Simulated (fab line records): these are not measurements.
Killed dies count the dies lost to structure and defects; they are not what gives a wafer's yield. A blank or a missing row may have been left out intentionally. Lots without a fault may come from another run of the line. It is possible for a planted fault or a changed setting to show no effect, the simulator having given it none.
Which tool was responsible? / flow gf180mcu / Sampling: 12 lots, 33 wafers, 5 of 602 route steps

## WHAT THE GAUGES SHOWED, per wafer
GF_V2_BOW_MEAS_05. Usual: V2_BOW 101 um, standard deviation 7.5.
lot=L172; measured=day 19 20:49; on=film-metro-03; V2_BOW (um)=97 92 98; flag=
lot=L174; measured=day 20 19:14; on=film-metro-03; V2_BOW (um)=97 98 93; flag=
lot=L175; measured=day 21 02:43; on=film-metro-03; V2_BOW (um)=101 110 108; flag=
lot=L176; measured=day 21 16:33; on=film-metro-04; V2_BOW (um)=112 102 104; flag=
lot=L177; measured=day 22 13:28; on=film-metro-04; V2_BOW (um)=95 85 97; flag=
lot=L180; measured=day 23 07:23; on=film-metro-04; V2_BOW (um)=107 103 108; flag=
lot=L181; measured=day 23 16:48; on=film-metro-01; V2_BOW (um)=106 102 111; flag=
lot=L182; measured=day 23 18:50; on=film-metro-03; V2_BOW (um)=107 100 113; flag=
lot=L187; measured=day 25 08:19; on=film-metro-01; V2_BOW (um)=100 108; flag=
lot=L188; measured=day 25 14:05; on=film-metro-01; V2_BOW (um)=104 93; flag=
lot=L189; measured=day 25 23:01; on=film-metro-04; V2_BOW (um)=93 107; flag=
lot=L194; measured=day 27 07:11; on=film-metro-01; V2_BOW (um)=106 97 92; flag=

GF_V2_CD_MEAS_14: target cd 260 nm. Usual: 260.2 nm for cd-nm, sd 0.92.
lot=L172; measured=day 20 21:04; on=cd-sem-02; cd-nm (nm)=260.1 260.4 260.0; flag=
lot=L174; measured=day 21 20:07; on=cd-sem-02; cd-nm (nm)=259.7 259.8 260.7; flag=
lot=L175; measured=day 22 02:26; on=cd-sem-01; cd-nm (nm)=260.5 260.0 259.4; flag=
lot=L176; measured=day 22 15:57; on=cd-sem-01; cd-nm (nm)=261.3 261.0 260.9; flag=
lot=L177; measured=day 23 12:14; on=cd-sem-02; cd-nm (nm)=258.4 258.4 258.0; flag=
lot=L180; measured=day 24 06:07; on=cd-sem-01; cd-nm (nm)=258.9 260.5 260.6; flag=
lot=L181; measured=day 24 14:55; on=cd-sem-02; cd-nm (nm)=260.7 260.5 259.7; flag=
lot=L182; measured=day 24 17:21; on=cd-sem-02; cd-nm (nm)=259.3 258.7 260.0; flag=
lot=L187; measured=day 26 06:38; on=cd-sem-02; cd-nm (nm)=260.1 259.6; flag=
lot=L188; measured=day 26 11:24; on=cd-sem-02; cd-nm (nm)=261.3 260.9; flag=
lot=L189; measured=day 26 20:17; on=cd-sem-01; cd-nm (nm)=261.1 259.3; flag=
lot=L194; measured=day 28 02:26; on=cd-sem-01; cd-nm (nm)=261.6 259.6 260.4; flag=

GF_V3_THK_MEAS_03. Usual: V3_CVD_02_THK 851 nm, standard deviation 11.
lot=L172; measured=day 21 23:11; on=film-metro-02; V3_CVD_02_THK (nm)=836 829 849; flag=
lot=L174; measured=day 22 22:38; on=film-metro-04; V3_CVD_02_THK (nm)=838 848 839; flag=
lot=L175; measured=day 23 04:13; on=film-metro-02; V3_CVD_02_THK (nm)=849 859 862; flag=
lot=L176; measured=day 23 16:48; on=film-metro-02; V3_CVD_02_THK (nm)=857 868 870; flag=
lot=L177; measured=day 24 14:25; on=film-metro-01; V3_CVD_02_THK (nm)=841 838 859; flag=
lot=L180; measured=day 25 06:39; on=film-metro-04; V3_CVD_02_THK (nm)=840 852 859; flag=
lot=L181; measured=day 25 14:44; on=film-metro-02; V3_CVD_02_THK (nm)=843 834 861; flag=
lot=L182; measured=day 25 16:58; on=film-metro-02; V3_CVD_02_THK (nm)=854 859 863; flag=
lot=L187; measured=day 27 06:32; on=film-metro-04; V3_CVD_02_THK (nm)=1110 854 1109 853; flag=OFF
lot=L188; measured=day 27 10:53; on=film-metro-02; V3_CVD_02_THK (nm)=1103 1132 1103 1131; flag=OFF
lot=L189; measured=day 27 19:48; on=film-metro-04; V3_CVD_02_THK (nm)=852 1139 852 1137; flag=OFF
lot=L194; measured=day 28 23:34; on=film-metro-02; V3_CVD_02_THK (nm)=843 856 838; flag=

## TOOL THAT RAN EACH LOT (tool first, then ch and the chambers of the sampled wafers, then the start)
lot=L172; GF_M3_METAL_ETCH_16=rie-metal-02 ch 0,1, day 21 22:18; GF_V3_CVD_02=pecvd-03 ch 0,1,2, day 21 23:07
lot=L174; GF_M3_METAL_ETCH_16=rie-metal-03 ch 0,1, day 22 21:46; GF_V3_CVD_02=pecvd-02 ch 0,1,2, day 22 22:34
lot=L175; GF_M3_METAL_ETCH_16=rie-metal-02 ch 0,1, day 23 03:18; GF_V3_CVD_02=pecvd-03 ch 0,1,2, day 23 04:08
lot=L176; GF_M3_METAL_ETCH_16=rie-metal-03 ch 0,1, day 23 15:54; GF_V3_CVD_02=pecvd-03 ch 0,1, day 23 16:44
lot=L177; GF_M3_METAL_ETCH_16=rie-metal-02 ch 1, day 24 13:25; GF_V3_CVD_02=pecvd-03 ch 0,2, day 24 14:20
lot=L180; GF_M3_METAL_ETCH_16=rie-metal-02 ch 0, day 25 05:41; GF_V3_CVD_02=pecvd-03 ch 0,2, day 25 06:35
lot=L181; GF_M3_METAL_ETCH_16=rie-metal-03 ch 0,1, day 25 13:50; GF_V3_CVD_02=pecvd-03 ch 0,1,2, day 25 14:40
lot=L182; GF_M3_METAL_ETCH_16=rie-metal-04 ch 0,1, day 25 16:05; GF_V3_CVD_02=pecvd-03 ch 0,1,2, day 25 16:54
lot=L187; GF_M3_METAL_ETCH_16=rie-metal-03 ch 0, day 27 05:40; GF_V3_CVD_02=pecvd-03 ch 2, day 27 06:28
lot=L188; GF_M3_METAL_ETCH_16=rie-metal-04 ch 1, day 27 09:54; GF_V3_CVD_02=pecvd-03 ch 0,2, day 27 10:50
lot=L189; GF_M3_METAL_ETCH_16=rie-metal-03 ch 1, day 27 18:48; GF_V3_CVD_02=pecvd-03 ch 0, day 27 19:43
lot=L194; GF_M3_METAL_ETCH_16=rie-metal-04 ch 0,1, day 28 22:35; GF_V3_CVD_02=pecvd-04 ch 0,1, day 28 23:30
- GF_M3_METAL_ETCH_16: etches the open film in Cl2/BCl3, stops on SiO2, target depth 750.8 nm, time 125.1 s.
- GF_V3_CVD_02: deposits SiO2 from TEOS, target thk 850 nm, time 94.851 s.

## WHAT THE TOOLS THEMSELVES READ (means of the sampled wafers that have a number; where no wafer has one, the mark that the record gives instead)
GF_M3_METAL_ETCH_16. Usual: chamber-pressure-mTorr 7.999 mTorr, standard deviation 0.0073; drypump-motor-current-A 5.7 A, standard deviation 0.42; oes-product-au 0.987 a.u., standard deviation 0.0085; throttle-valve-pct 28.232 %, standard deviation 0.012.
lot=L172; tool=rie-metal-02; chamber-pressure-mTorr (mTorr)=7.994; drypump-motor-current-A (A)=6.1; oes-product-au (a.u.)=0.988; throttle-valve-pct (%)=28.233; flag=
lot=L174; tool=rie-metal-03; chamber-pressure-mTorr (mTorr)=7.996; drypump-motor-current-A (A)=5.4; oes-product-au (a.u.)=0.992; throttle-valve-pct (%)=28.233; flag=
lot=L175; tool=rie-metal-02; chamber-pressure-mTorr (mTorr)=7.998; drypump-motor-current-A (A)=6.1; oes-product-au (a.u.)=0.993; throttle-valve-pct (%)=28.229; flag=
lot=L176; tool=rie-metal-03; chamber-pressure-mTorr (mTorr)=7.996; drypump-motor-current-A (A)=5.2; oes-product-au (a.u.)=0.986; throttle-valve-pct (%)=28.233; flag=
lot=L177; tool=rie-metal-02; chamber-pressure-mTorr (mTorr)=7.996; drypump-motor-current-A (A)=6.2; oes-product-au (a.u.)=0.989; throttle-valve-pct (%)=28.224; flag=
lot=L180; tool=rie-metal-02; chamber-pressure-mTorr (mTorr)=7.997; drypump-motor-current-A (A)=5.9; oes-product-au (a.u.)=0.999; throttle-valve-pct (%)=28.233; flag=
lot=L181; tool=rie-metal-03; chamber-pressure-mTorr (mTorr)=8.000; drypump-motor-current-A (A)=5.4; oes-product-au (a.u.)=0.983; throttle-valve-pct (%)=28.237; flag=
lot=L182; tool=rie-metal-04; chamber-pressure-mTorr (mTorr)=7.999; drypump-motor-current-A (A)=5.6; oes-product-au (a.u.)=0.975; throttle-valve-pct (%)=28.247; flag=
lot=L187; tool=rie-metal-03; chamber-pressure-mTorr (mTorr)=7.999; drypump-motor-current-A (A)=5.0; oes-product-au (a.u.)=0.990; throttle-valve-pct (%)=28.239; flag=
lot=L188; tool=rie-metal-04; chamber-pressure-mTorr (mTorr)=7.987; drypump-motor-current-A (A)=5.3; oes-product-au (a.u.)=0.974; throttle-valve-pct (%)=28.232; flag=
lot=L189; tool=rie-metal-03; chamber-pressure-mTorr (mTorr)=7.996; drypump-motor-current-A (A)=5.6; oes-product-au (a.u.)=0.982; throttle-valve-pct (%)=28.251; flag=
lot=L194; tool=rie-metal-04; chamber-pressure-mTorr (mTorr)=7.998; drypump-motor-current-A (A)=5.6; oes-product-au (a.u.)=0.980; throttle-valve-pct (%)=28.233; flag=

GF_V3_CVD_02. Usual: 660 W for heater-power-w, sd 90.
lot=L172; tool=pecvd-03; heater-power-w (W)=688; flag=
lot=L174; tool=pecvd-02; heater-power-w (W)=641; flag=
lot=L175; tool=pecvd-03; heater-power-w (W)=727; flag=
lot=L176; tool=pecvd-03; heater-power-w (W)=631; flag=
lot=L177; tool=pecvd-03; heater-power-w (W)=646; flag=
lot=L180; tool=pecvd-03; heater-power-w (W)=620; flag=
lot=L181; tool=pecvd-03; heater-power-w (W)=649; flag=
lot=L182; tool=pecvd-03; heater-power-w (W)=705; flag=
lot=L187; tool=pecvd-03; heater-power-w (W)=803; flag=
lot=L188; tool=pecvd-03; heater-power-w (W)=729; flag=
lot=L189; tool=pecvd-03; heater-power-w (W)=614; flag=
lot=L194; tool=pecvd-04; heater-power-w (W)=672; flag=

## THE ANSWER, worked out from the rows above alone
Rule: a lot counts as off when the mean over its wafers that have a number is more than 3 standard deviations away from the usual mean. Also off: a lot with no number at a reading for which 4 or more lots have one. The other lots that the step has rows for count as sound. Order of review: gauges by route order, followed by the tools' own readings, for which a lot's mean as printed above is used. The first step at which some lot is off is used, and at that step the reading that is off furthest; a lot without a number counts as furthest.
Off: L187, L188, L189, at GF_V3_THK_MEAS_03 (V3_CVD_02_THK).
If a tool, at a process step before that reading, ran all the lots that are off and no sound lot after the first of them, it fits. The gauges at GF_V3_THK_MEAS_03 are tried like those tools. One fits: pecvd-03 at GF_V3_CVD_02. A fault onset in the window from L182 (day 25 16:54, its last sound lot) to L187 (day 27 06:28, its first lot off) fits.

## WHAT THE SIMULATOR PUT IN
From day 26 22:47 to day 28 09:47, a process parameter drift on pecvd-03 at GF_V3_CVD_02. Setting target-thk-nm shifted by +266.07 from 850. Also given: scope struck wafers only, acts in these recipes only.
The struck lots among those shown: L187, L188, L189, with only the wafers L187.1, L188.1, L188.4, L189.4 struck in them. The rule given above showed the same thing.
